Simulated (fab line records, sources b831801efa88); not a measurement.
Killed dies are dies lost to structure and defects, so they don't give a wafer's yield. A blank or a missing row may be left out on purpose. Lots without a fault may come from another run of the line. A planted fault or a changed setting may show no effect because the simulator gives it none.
Problem report in the 8D (eight disciplines) form, filled by code | flow sky130 | the parts of the form that need people (team, actions taken, sign-off) are left out

1. THE PROBLEM
killed_at_M0_to_M3 at SKY_PAD_OPEN_PROBE_99 reads a mean of 444 on 6 wafers of 2 lots; wafers without a fault read 43 with a standard deviation of 7.2. That is +56 standard deviations from the usual mean.
First seen on wafer L782.1, day 50 02:09, on prober-01. The record holds 12 wafers of 4 lots with a number at this step. Rule for "out", or "out of limits": more than 4 standard deviations from the usual mean. The other wafers with a number count as sound.

2. WHAT IT IS AND WHAT IT IS NOT
question                    | is                                                                                                                     | is not
which readings at this step | killed_at_M0_to_M3, defect_limited_yield, killed_dies, killed_on_rim, sort_bin_5_function, sort_n_pass, sort_yield_pct | killed_at_M4_up, killed_at_contacts, killed_short, sort_bin_3_pad_short, sort_bin_6_memory
which lots                  | L782, L783                                                                                                             | L767, L772
which wafers of those lots  | all that have a number                                                                                                 | -
read on which tools         | prober-01, prober-02                                                                                                   | -
when                        | from day 50 02:09                                                                                                      | up to then (6 sound wafers)

3. SUSPECTS, AND WHAT RULES EACH OUT
Counting: a tool at a process step up to the reading stays a suspect if it ran every lot that is out and no sound lot after the first of them.
- rie_diel-02 at SKY_VIA1_ETCH_15 (etches SiO2 in C4F8/O2/Ar, stops on TiN, target depth 351 nm, time 54 s): kept. It ran every lot that is out, first L782 (day 39 06:33), and no sound lot after that; its last sound lot up to then is L767 (day 34 14:13).
- plasma_asher-03 at SKY_VIA1_STRIP_16 (strips in O2/N2): kept. It ran every lot that is out, first L782 (day 39 06:35), and no sound lot after that; its last sound lot up to then is L772 (day 36 03:25).
Left after counting: rie_diel-02 at SKY_VIA1_ETCH_15, plasma_asher-03 at SKY_VIA1_STRIP_16.

4. THE CAUSE (what the simulator had put in)
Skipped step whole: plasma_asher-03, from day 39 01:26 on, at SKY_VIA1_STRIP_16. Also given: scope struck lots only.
Counting left 2 suspects, and this tool is among them.

5. THE CHAIN OF EFFECTS, in route order
Each row: a reading whose mean over the struck wafers that have a number lies more than 3 standard deviations from the usual. Only readings for which the record gives a usual standard deviation are gone through. hours: the time from each lot's start at the first step in this table that gives one to its start at this step, as a median over the lots. sigmas: the change in usual standard deviations.
hours | step                  | reading              | usual  | on struck wafers | change | sigmas
0     | SKY_PAD_OPEN_PROBE_99 | defect_limited_yield | 82.5 % | 0.0              | -82.5  | -43
0     | SKY_PAD_OPEN_PROBE_99 | killed_at_M0_to_M3   | 43     | 444              | +401   | +56
0     | SKY_PAD_OPEN_PROBE_99 | killed_dies          | 86     | 492              | +406   | +44
0     | SKY_PAD_OPEN_PROBE_99 | killed_on_rim        | 17     | 96               | +79    | +22
0     | SKY_PAD_OPEN_PROBE_99 | sort_bin_5_function  | 10.4 % | 92.8             | +82.4  | +55
0     | SKY_PAD_OPEN_PROBE_99 | sort_n_pass          | 406    | 0                | -406   | -44
0     | SKY_PAD_OPEN_PROBE_99 | sort_yield_pct       | 82.5 % | 0.0              | -82.5  | -43
The process steps in it:
- SKY_PAD_OPEN_PROBE_99
Readings that are blank on the struck wafers while sound wafers have them: chamber_pressure_mTorr at SKY_VIA1_STRIP_16; drypump_motor_current_A at SKY_VIA1_STRIP_16; oes_product_au at SKY_VIA1_STRIP_16; strip_time_to_endpoint_s at SKY_VIA1_STRIP_16.

6. WHAT WOULD HAVE CAUGHT IT SOONER
In this record the first reading out of limits was taken at day 50 02:09, 265 hours after the fault began at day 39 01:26.
At SKY_VIA1_STRIP_16 the tool's readings are blank on the struck wafers, where sound wafers have them: an empty tool record is the first sign, and it was there at once.
All the lots that are out (2) had begun SKY_VIA1_STRIP_16 on plasma_asher-03 by day 50 02:09. A hold on the tool at that time would have spared none of them.
